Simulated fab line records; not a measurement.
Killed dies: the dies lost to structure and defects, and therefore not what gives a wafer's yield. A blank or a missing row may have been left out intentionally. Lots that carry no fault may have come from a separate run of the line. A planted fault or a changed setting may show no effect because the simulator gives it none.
Chamber matching	flow sfqLine	SFQ_TRILAYER_I4_CMP_CMP_100 on cmp-01 has 4 sister chambers
The step polishes SiO2. 4 wafers are shown with their chamber, then 10 later ones without.

## WAFERS PAIRED WITH THEIR CHAMBERS
wafer	chamber	motorCurrentA (A)
L102.6	2	9.4
L108.5	1	10.0
L109.1	3	10.4
L109.4	0	8.7

## WAFERS WITHOUT THEIR CHAMBER
wafer	motorCurrentA (A)
L109.5	8.7
L113.1	10.5
L113.4	10.2
L113.5	10.2
L116.2	11.0
L116.4	8.4
L116.5	9.6
L117.2	9.1
L117.4	9.7
L117.5	9.9

## WHICH CHAMBER EACH WENT THROUGH
wafer	from the rows above	in truth
L109.5	0	0
L113.1	can't be placed: 3 or 1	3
L113.4	can't be placed: 1 or 3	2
L113.5	can't be placed: 1 or 3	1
L116.2	can't be placed: 3 or 1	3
L116.4	0	0
L116.5	can't be placed: 2 or 1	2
L117.2	can't be placed: 2 or 0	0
L117.4	can't be placed: 2 or 1 or 3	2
L117.5	can't be placed: 1 or 2 or 3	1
Correctly placed: 2 of 10. Not placeable from these rows: 8 (in 7, the candidates include the true chamber). Placed wrongly: 0.
How it was worked out, from the rows above alone: a wafer's distance from a chamber is the root of the sum, over the readings, of the square of ((its reading less the chamber's mean) divided by the reading's scatter). If the next closest chamber is less than 2 further off than the closest, the wafer can't be placed; otherwise it belongs to the closest. The mean given for a chamber averages the wafers shown for that chamber. The scatter: root of mean squared gap, hidden wafer to nearest shown wafer, with one shown wafer a chamber.
